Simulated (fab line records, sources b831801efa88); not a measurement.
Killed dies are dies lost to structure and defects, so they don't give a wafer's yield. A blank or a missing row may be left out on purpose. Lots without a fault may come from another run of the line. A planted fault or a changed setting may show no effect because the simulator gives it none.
Chamber matching | flow sky130 | SKY_CAP2M_CVD_00 on pecvd-01: 3 sister chambers
The step deposits SiO2, target thk 15.5 nm. 6 wafers are shown with their chamber, then 10 later ones without.

WAFERS WITH THEIR CHAMBER
wafer  | chamber | heater_power_w (W)
L080.5 | 1       | 719
L081.3 | 1       | 749
L084.2 | 0       | 664
L084.6 | 0       | 653
L086.2 | 2       | 801
L086.4 | 2       | 795

WAFERS WITHOUT THEIR CHAMBER
wafer  | heater_power_w (W)
L086.6 | 738
L093.1 | 745
L093.3 | 669
L093.6 | 734
L096.3 | 685
L096.5 | 835
L096.6 | 680
L097.2 | 751
L097.3 | 647
L097.6 | 712

WHICH CHAMBER EACH WENT THROUGH
wafer  | from the rows above     | in truth
L086.6 | 1                       | 1
L093.1 | 1                       | 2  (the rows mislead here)
L093.3 | 0                       | 0
L093.6 | 1                       | 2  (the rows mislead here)
L096.3 | can't be placed: 0 or 1 | 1
L096.5 | 2                       | 2
L096.6 | 0                       | 0
L097.2 | 1                       | 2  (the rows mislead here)
L097.3 | 0                       | 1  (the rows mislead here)
L097.6 | 1                       | 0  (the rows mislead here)
Placed correctly: 4 of 10. Can't be placed from these rows: 1 (the true chamber is among the candidates in 1). Placed wrongly: 5.
How it was worked out, from the rows above alone: a wafer's distance from a chamber is the root of the sum, over the readings, of the square of ((its reading less the chamber's mean) divided by the reading's scatter). The wafer belongs to the nearest chamber; if the next one is less than 2 further off, it can't be placed. A chamber's mean is the mean of its shown wafers. The scatter: the root of (the sum of the squares of (reading less its chamber's mean) over the shown wafers, divided by (wafers less chambers)).
